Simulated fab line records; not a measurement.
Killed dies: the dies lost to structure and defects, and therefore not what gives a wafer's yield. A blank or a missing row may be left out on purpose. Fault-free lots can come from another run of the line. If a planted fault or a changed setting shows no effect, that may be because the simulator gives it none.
The tool behind it: which one? :: flow gf180mcu :: 13 lots with 39 wafers sampled at 4 steps, on a route of 602 steps

WHAT EACH GAUGE READ, for each wafer
GF_PSD_RS_MEAS_14: a four-point-probe measurement. Usual: for NSD_RS the level is 46.11 ohm/sq and the standard deviation is 0.1.
lot: L948
measured: day 14 05:49
on: filmMetro-02
NSD_RS (ohm/sq): 46.26 46.16 46.25
flag: 

lot: L949
measured: day 15 00:21
on: filmMetro-02
NSD_RS (ohm/sq): 45.98 46.00 46.04
flag: 

lot: L950
measured: day 15 07:06
on: filmMetro-02
NSD_RS (ohm/sq): 46.09 46.20 46.08
flag: 

lot: L951
measured: day 15 13:08
on: filmMetro-03
NSD_RS (ohm/sq): 45.94 45.87 46.04
flag: 

lot: L952
measured: day 16 02:10
on: filmMetro-03
NSD_RS (ohm/sq): 45.95 45.93 45.86
flag: 

lot: L953
measured: day 16 14:44
on: filmMetro-02
NSD_RS (ohm/sq): 46.11 46.17 46.01
flag: 

lot: L954
measured: day 16 20:44
on: filmMetro-02
NSD_RS (ohm/sq): 46.25 46.30 46.16
flag: 

lot: L955
measured: day 16 23:03
on: filmMetro-04
NSD_RS (ohm/sq): 46.17 46.14 46.07
flag: 

lot: L964
measured: day 20 03:39
on: filmMetro-04
NSD_RS (ohm/sq): 46.64 46.58 46.73
flag: OFF

lot: L965
measured: day 20 12:09
on: filmMetro-04
NSD_RS (ohm/sq): 46.56 46.48 46.42
flag: OFF

lot: L968
measured: day 21 11:56
on: filmMetro-03
NSD_RS (ohm/sq): 46.04 45.99 45.99
flag: 

lot: L969
measured: day 21 23:59
on: filmMetro-03
NSD_RS (ohm/sq): 46.05 46.07 46.03
flag: 

lot: L971
measured: day 22 12:52
on: filmMetro-03
NSD_RS (ohm/sq): 46.16 45.96 45.99
flag: 

GF_CONTACT_THK_MEAS_26: measures by xrf. Usual: for CONTACT_W_THK the level is 303 nm and the standard deviation is 4.5.
lot: L948
measured: day 16 03:17
on: filmMetro-03
CONTACT_W_THK (nm): 309 308 310
flag: 

lot: L949
measured: day 17 00:01
on: filmMetro-03
CONTACT_W_THK (nm): 310 311 309
flag: 

lot: L950
measured: day 17 05:47
on: filmMetro-04
CONTACT_W_THK (nm): 305 301 300
flag: 

lot: L951
measured: day 17 12:55
on: filmMetro-03
CONTACT_W_THK (nm): 311 310 308
flag: 

lot: L952
measured: day 18 02:25
on: filmMetro-03
CONTACT_W_THK (nm): 308 305 304
flag: 

lot: L953
measured: day 18 16:41
on: filmMetro-04
CONTACT_W_THK (nm): 299 296 301
flag: 

lot: L954
measured: day 19 00:23
on: filmMetro-03
CONTACT_W_THK (nm): 308 295 296
flag: 

lot: L955
measured: day 19 01:20
on: filmMetro-04
CONTACT_W_THK (nm): 294 305 294
flag: 

lot: L964
measured: day 22 06:26
on: filmMetro-01
CONTACT_W_THK (nm): 302 305 304
flag: 

lot: L965
measured: day 22 14:49
on: filmMetro-03
CONTACT_W_THK (nm): 303 301 303
flag: 

lot: L968
measured: day 23 13:54
on: filmMetro-04
CONTACT_W_THK (nm): 310 306 311
flag: 

lot: L969
measured: day 24 01:32
on: filmMetro-03
CONTACT_W_THK (nm): 302 303 304
flag: 

lot: L971
measured: day 24 13:04
on: filmMetro-04
CONTACT_W_THK (nm): 307 304 301
flag: 

TOOL THAT RAN EACH LOT (tool first, then ch and the chambers of the sampled wafers, then the start)
lot: L948
GF_NSD_IMPLANT_10: implanter-03 ch 0, day 13 08:59
GF_CONTACT_CMP_04: cmp-02 ch 0,1,3, day 15 03:55

lot: L949
GF_NSD_IMPLANT_10: implanter-02 ch 0, day 14 01:59
GF_CONTACT_CMP_04: cmp-02 ch 0,1, day 15 23:48

lot: L950
GF_NSD_IMPLANT_10: implanter-03 ch 0, day 14 08:36
GF_CONTACT_CMP_04: cmp-01 ch 2,3, day 16 06:15

lot: L951
GF_NSD_IMPLANT_10: implanter-03 ch 0, day 14 15:24
GF_CONTACT_CMP_04: cmp-01 ch 1,2, day 16 12:54

lot: L952
GF_NSD_IMPLANT_10: implanter-02 ch 0, day 15 03:35
GF_CONTACT_CMP_04: cmp-01 ch 1,2, day 17 01:41

lot: L953
GF_NSD_IMPLANT_10: implanter-03 ch 0, day 15 15:39
GF_CONTACT_CMP_04: cmp-01 ch 0,1,2, day 17 15:38

lot: L954
GF_NSD_IMPLANT_10: implanter-02 ch 0, day 15 21:36
GF_CONTACT_CMP_04: cmp-01 ch 0,1,2, day 17 22:54

lot: L955
GF_NSD_IMPLANT_10: implanter-04 ch 0, day 15 23:45
GF_CONTACT_CMP_04: cmp-01 ch 1,2, day 18 00:03

lot: L964
GF_NSD_IMPLANT_10: implanter-03 ch 0, day 19 02:15
GF_CONTACT_CMP_04: cmp-01 ch 1,2,3, day 21 05:23

lot: L965
GF_NSD_IMPLANT_10: implanter-03 ch 0, day 19 10:46
GF_CONTACT_CMP_04: cmp-02 ch 1,2, day 21 13:53

lot: L968
GF_NSD_IMPLANT_10: implanter-04 ch 0, day 20 10:34
GF_CONTACT_CMP_04: cmp-02 ch 0,1,2, day 22 12:53

lot: L969
GF_NSD_IMPLANT_10: implanter-02 ch 0, day 20 22:53
GF_CONTACT_CMP_04: cmp-01 ch 1,2,3, day 23 00:49

lot: L971
GF_NSD_IMPLANT_10: implanter-02 ch 0, day 21 12:10
GF_CONTACT_CMP_04: cmp-02 ch 0,1,3, day 23 13:50
- GF_NSD_IMPLANT_10
- GF_CONTACT_CMP_04: polishes SiO2.

AS READ BY THE TOOLS THEMSELVES (means over the sampled wafers that have a number; for cases with no such wafer, the mark the record gives instead)
GF_NSD_IMPLANT_10. Usual: beamEnergyKeV 40.003, standard deviation 0.014; tiltDeg 7.005 degrees, standard deviation 0.02.
lot: L948
tool: implanter-03
beamEnergyKeV: 40.009
tiltDeg (degrees): 7.013
flag: 

lot: L949
tool: implanter-02
beamEnergyKeV: 40.026
tiltDeg (degrees): 7.030
flag: 

lot: L950
tool: implanter-03
beamEnergyKeV: 40.007
tiltDeg (degrees): 6.999
flag: 

lot: L951
tool: implanter-03
beamEnergyKeV: 39.983
tiltDeg (degrees): 7.033
flag: 

lot: L952
tool: implanter-02
beamEnergyKeV: 40.003
tiltDeg (degrees): 6.988
flag: 

lot: L953
tool: implanter-03
beamEnergyKeV: 40.013
tiltDeg (degrees): 7.005
flag: 

lot: L954
tool: implanter-02
beamEnergyKeV: 40.024
tiltDeg (degrees): 7.004
flag: 

lot: L955
tool: implanter-04
beamEnergyKeV: 40.007
tiltDeg (degrees): 7.005
flag: 

lot: L964
tool: implanter-03
beamEnergyKeV: 38.567
tiltDeg (degrees): 7.000
flag: OFF

lot: L965
tool: implanter-03
beamEnergyKeV: 38.582
tiltDeg (degrees): 7.000
flag: OFF

lot: L968
tool: implanter-04
beamEnergyKeV: 40.004
tiltDeg (degrees): 7.011
flag: 

lot: L969
tool: implanter-02
beamEnergyKeV: 39.996
tiltDeg (degrees): 7.013
flag: 

lot: L971
tool: implanter-02
beamEnergyKeV: 40.006
tiltDeg (degrees): 6.998
flag: 

GF_CONTACT_CMP_04. Usual: headPressurePsi 3.999 psi, standard deviation 0.0078; motorCurrentA 11.7 A, standard deviation 1.2; timeToEndpointS 115 s, standard deviation 8.1.
lot: L948
tool: cmp-02
headPressurePsi (psi): 4.001
motorCurrentA (A): 12.1
timeToEndpointS (s): 125
flag: 

lot: L949
tool: cmp-02
headPressurePsi (psi): 3.994
motorCurrentA (A): 11.8
timeToEndpointS (s): 131
flag: 

lot: L950
tool: cmp-01
headPressurePsi (psi): 4.003
motorCurrentA (A): 10.6
timeToEndpointS (s): 119
flag: 

lot: L951
tool: cmp-01
headPressurePsi (psi): 4.005
motorCurrentA (A): 11.4
timeToEndpointS (s): 113
flag: 

lot: L952
tool: cmp-01
headPressurePsi (psi): 3.995
motorCurrentA (A): 10.7
timeToEndpointS (s): 107
flag: 

lot: L953
tool: cmp-01
headPressurePsi (psi): 4.001
motorCurrentA (A): 11.7
timeToEndpointS (s): 113
flag: 

lot: L954
tool: cmp-01
headPressurePsi (psi): 3.995
motorCurrentA (A): 11.5
timeToEndpointS (s): 111
flag: 

lot: L955
tool: cmp-01
headPressurePsi (psi): 4.006
motorCurrentA (A): 11.1
timeToEndpointS (s): 111
flag: 

lot: L964
tool: cmp-01
headPressurePsi (psi): 3.998
motorCurrentA (A): 11.2
timeToEndpointS (s): 106
flag: 

lot: L965
tool: cmp-02
headPressurePsi (psi): 3.997
motorCurrentA (A): 12.1
timeToEndpointS (s): 123
flag: 

lot: L968
tool: cmp-02
headPressurePsi (psi): 4.006
motorCurrentA (A): 11.4
timeToEndpointS (s): 117
flag: 

lot: L969
tool: cmp-01
headPressurePsi (psi): 4.001
motorCurrentA (A): 11.2
timeToEndpointS (s): 102
flag: 

lot: L971
tool: cmp-02
headPressurePsi (psi): 3.999
motorCurrentA (A): 11.8
timeToEndpointS (s): 109
flag: 

THE ANSWER, worked out from the rows above alone
Rule: take the mean of a lot's wafers that have a number; if it is more than 3 standard deviations from the usual mean, the lot is off. A lot without any number at a reading at which 4 lots or more have one is off too. The other lots that the step has rows for count as sound. After the gauges, taken in route order, come the tools' own readings; for these a lot's mean is taken, as printed above. The first step at which some lot is off is used, and at that step the reading that is off furthest; a lot without a number counts as furthest.
Off: L964, L965, at GF_PSD_RS_MEAS_14 (NSD_RS).
If a tool, at a process step before that reading, ran all the lots that are off and no sound lot after the first of them, it fits. Not tried: the gauges at GF_PSD_RS_MEAS_14; whatever is off there is also off at GF_NSD_IMPLANT_10, on other tools, and gauge error can't account for it. One fits: GF_NSD_IMPLANT_10 on implanter-03. A fault onset in the window from L953 (day 15 15:39, its last sound lot) to L964 (day 19 02:15, its first lot off) fits.
The tool's own readings at GF_NSD_IMPLANT_10 bear it out: on the lots that are off they differ by more than 5 times the standard deviation of the sound lots' means. beamEnergyKeV reads 38.575 there against 40.007 on the sound lots.

WHAT THE SIMULATOR HAD PUT IN
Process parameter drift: implanter-03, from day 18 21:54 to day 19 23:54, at GF_NSD_IMPLANT_10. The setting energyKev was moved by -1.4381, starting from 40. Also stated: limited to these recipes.
Lots struck among those shown: L964, L965. The rule above reached the same finding.
